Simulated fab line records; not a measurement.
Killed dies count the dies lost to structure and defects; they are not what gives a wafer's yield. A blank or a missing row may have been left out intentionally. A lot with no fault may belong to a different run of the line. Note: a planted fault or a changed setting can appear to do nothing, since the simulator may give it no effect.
Which tool is to blame? / flow gf180mcu / 14 lots with 42 wafers sampled at 4 steps, on a route of 602 steps

WHAT THE GAUGES READ, wafer by wafer
GF_MIM_THK_MEAS_11: measures by xrf.
lot=L412; measured=day 24 10:19; on=film_metro-02; MIM_ALCU_THK (nm)=197.7 199.9 200.2
lot=L413; measured=day 25 01:41; on=film_metro-04; MIM_ALCU_THK (nm)=197.0 195.6 197.6
lot=L414; measured=day 26 01:03; on=film_metro-03; MIM_ALCU_THK (nm)=199.0 200.5 197.9
lot=L415; measured=day 26 01:53; on=film_metro-03; MIM_ALCU_THK (nm)=198.1 199.0 200.1
lot=L416; measured=day 26 03:56; on=film_metro-03; MIM_ALCU_THK (nm)=199.2 199.9 200.9
lot=L423; measured=day 28 16:37; on=film_metro-03; MIM_ALCU_THK (nm)=200.2 199.4 198.2
lot=L424; measured=day 28 18:24; on=film_metro-04; MIM_ALCU_THK (nm)=202.9 199.4 198.0
lot=L426; measured=day 29 09:42; on=film_metro-04; MIM_ALCU_THK (nm)=201.4 201.3 200.5
lot=L427; measured=day 29 18:38; on=film_metro-03; MIM_ALCU_THK (nm)=195.8 193.3 193.3
lot=L428; measured=day 30 05:23; on=film_metro-04; MIM_ALCU_THK (nm)=204.9 202.5 200.3
lot=L430; measured=day 31 10:22; on=film_metro-02; MIM_ALCU_THK (nm)=205.1 204.8 200.4
lot=L431; measured=day 31 08:19; on=film_metro-02; MIM_ALCU_THK (nm)=203.4 201.8 200.7
lot=L434; measured=day 31 09:25; on=film_metro-03; MIM_ALCU_THK (nm)=197.3 194.9 197.1
lot=L435; measured=day 32 01:31; on=film_metro-02; MIM_ALCU_THK (nm)=202.6 201.6 205.2

GF_M5_CD_MEAS_07: the cd target is 280 nm.
lot=L412; measured=day 26 02:34; on=cd_sem-02; cd_nm (nm)=279.4 279.2 279.9
lot=L413; measured=day 26 19:50; on=cd_sem-01; cd_nm (nm)=278.2 279.8 278.7
lot=L414; measured=day 27 17:53; on=cd_sem-02; cd_nm (nm)=280.3 280.2 280.2
lot=L415; measured=day 27 19:38; on=cd_sem-01; cd_nm (nm)=280.8 281.5 282.0
lot=L416; measured=day 27 21:50; on=cd_sem-01; cd_nm (nm)=281.3 280.1 279.9
lot=L423; measured=day 30 06:36; on=cd_sem-01; cd_nm (nm)=278.6 278.5 279.2
lot=L424; measured=day 30 08:32; on=cd_sem-01; cd_nm (nm)=281.3 280.0 279.5
lot=L426; measured=day 30 23:11; on=cd_sem-01; cd_nm (nm)=280.0 279.7 279.2
lot=L427; measured=day 31 07:19; on=cd_sem-02; cd_nm (nm)=280.7 280.2 279.0
lot=L428; measured=day 31 17:34; on=cd_sem-02; cd_nm (nm)=279.8 279.5 280.1
lot=L430; measured=day 32 21:07; on=cd_sem-02; cd_nm (nm)=281.4 281.8 280.5
lot=L431; measured=day 32 19:13; on=cd_sem-01; cd_nm (nm)=281.6 280.3 281.2
lot=L434; measured=day 32 20:01; on=cd_sem-02; cd_nm (nm)=278.6 279.7 279.9
lot=L435; measured=day 33 11:08; on=cd_sem-02; cd_nm (nm)=279.0 278.7 281.0

GF_TOP_METAL_OVL_MEAS_15.
lot=L412; measured=day 27 23:25; on=overlay-02; TOP_METAL_OVL (nm)=-2.2 -1.4 -2.5
lot=L413; measured=day 28 15:41; on=overlay-01; TOP_METAL_OVL (nm)=0.8 2.8 3.3
lot=L414; measured=day 29 12:02; on=overlay-01; TOP_METAL_OVL (nm)=-2.4 -0.5 -2.5
lot=L415; measured=day 29 13:59; on=overlay-02; TOP_METAL_OVL (nm)=1.5 -0.2 1.9
lot=L416; measured=day 29 16:35; on=overlay-01; TOP_METAL_OVL (nm)=1.1 -0.1 1.0
lot=L423; measured=day 31 22:28; on=overlay-01; TOP_METAL_OVL (nm)=-0.3 -0.6 -0.7
lot=L424; measured=day 31 23:52; on=overlay-02; TOP_METAL_OVL (nm)=-0.8 -0.8 0.6
lot=L426; measured=day 32 13:02; on=overlay-02; TOP_METAL_OVL (nm)=-1.3 -1.9 -1.5
lot=L427; measured=day 32 21:38; on=overlay-01; TOP_METAL_OVL (nm)=0.1 -0.9 1.5
lot=L428; measured=day 33 05:22; on=overlay-02; TOP_METAL_OVL (nm)=-0.5 -0.8 -1.2
lot=L430; measured=day 34 07:59; on=overlay-02; TOP_METAL_OVL (nm)=1.6 0.4 0.1
lot=L431; measured=day 34 05:22; on=overlay-01; TOP_METAL_OVL (nm)=2.4 2.2 0.7
lot=L434; measured=day 34 07:20; on=overlay-02; TOP_METAL_OVL (nm)=-0.5 1.3 1.0
lot=L435; measured=day 34 21:44; on=overlay-01; TOP_METAL_OVL (nm)=1.4 0.0 -0.2

TOOL THAT RAN EACH LOT (tool first, then ch and the chambers of the sampled wafers, then the start)
lot=L412; GF_V2_SPUTTER_22=pvd_sputter-02, day 20 05:27
lot=L413; GF_V2_SPUTTER_22=pvd_sputter-03, day 20 18:10
lot=L414; GF_V2_SPUTTER_22=pvd_sputter-04, day 21 10:26
lot=L415; GF_V2_SPUTTER_22=pvd_sputter-04, day 21 22:04
lot=L416; GF_V2_SPUTTER_22=pvd_sputter-04, day 22 05:36
lot=L423; GF_V2_SPUTTER_22=pvd_sputter-03, day 24 19:41
lot=L424; GF_V2_SPUTTER_22=pvd_sputter-03, day 24 21:27
lot=L426; GF_V2_SPUTTER_22=pvd_sputter-02, day 25 18:19
lot=L427; GF_V2_SPUTTER_22=pvd_sputter-04, day 26 01:42
lot=L428; GF_V2_SPUTTER_22=pvd_sputter-04, day 26 15:35
lot=L430; GF_V2_SPUTTER_22=pvd_sputter-04, day 27 19:23
lot=L431; GF_V2_SPUTTER_22=pvd_sputter-04, day 27 20:05
lot=L434; GF_V2_SPUTTER_22=pvd_sputter-04, day 27 21:23
lot=L435; GF_V2_SPUTTER_22=pvd_sputter-03, day 28 15:11
- GF_V2_SPUTTER_22: material TiN, target thk 10 nm, time 40 s.

WHAT THE TOOLS THEMSELVES READ (means of the sampled wafers that have a number; where no wafer has one, the mark that the record gives instead)
GF_V2_SPUTTER_22.
lot=L412; tool=pvd_sputter-02; throttle_valve_pct (%)=30.3
lot=L413; tool=pvd_sputter-03; throttle_valve_pct (%)=29.7
lot=L414; tool=pvd_sputter-04; throttle_valve_pct (%)=29.3
lot=L415; tool=pvd_sputter-04; throttle_valve_pct (%)=28.8
lot=L416; tool=pvd_sputter-04; throttle_valve_pct (%)=29.5
lot=L423; tool=pvd_sputter-03; throttle_valve_pct (%)=29.4
lot=L424; tool=pvd_sputter-03; throttle_valve_pct (%)=29.7
lot=L426; tool=pvd_sputter-02; throttle_valve_pct (%)=30.4
lot=L427; tool=pvd_sputter-04; throttle_valve_pct (%)=29.6
lot=L428; tool=pvd_sputter-04; throttle_valve_pct (%)=29.7
lot=L430; tool=pvd_sputter-04; throttle_valve_pct (%)=29.6
lot=L431; tool=pvd_sputter-04; throttle_valve_pct (%)=29.1
lot=L434; tool=pvd_sputter-04; throttle_valve_pct (%)=29.0
lot=L435; tool=pvd_sputter-03; throttle_valve_pct (%)=29.7

THE ANSWER, worked out from the rows above alone
Rule: usual is defined by the lots themselves. The widest of any qualifying gaps counts: lots, ordered by their means at a reading, are off when they make up no more than a third of the lots, leave a main group of 4 or more, and stand apart from it by 3 or more times the standard deviation of that group's means. A main group is skipped when, at the precision printed for the reading in the tables above, its means are all equal. Also off: a lot with no number at a reading for which 4 or more lots have one. Where the step has rows for the other lots, those lots are counted as sound. Order of review: gauges by route order, followed by the tools' own readings, for which a lot's mean as printed above is used. The first step at which some lot is off is used, and at that step the reading that is off furthest; a lot without a number counts as furthest.
Nothing can be told from this: no lot is off at any reading shown.

WHAT HAD BEEN PUT IN BY THE SIMULATOR
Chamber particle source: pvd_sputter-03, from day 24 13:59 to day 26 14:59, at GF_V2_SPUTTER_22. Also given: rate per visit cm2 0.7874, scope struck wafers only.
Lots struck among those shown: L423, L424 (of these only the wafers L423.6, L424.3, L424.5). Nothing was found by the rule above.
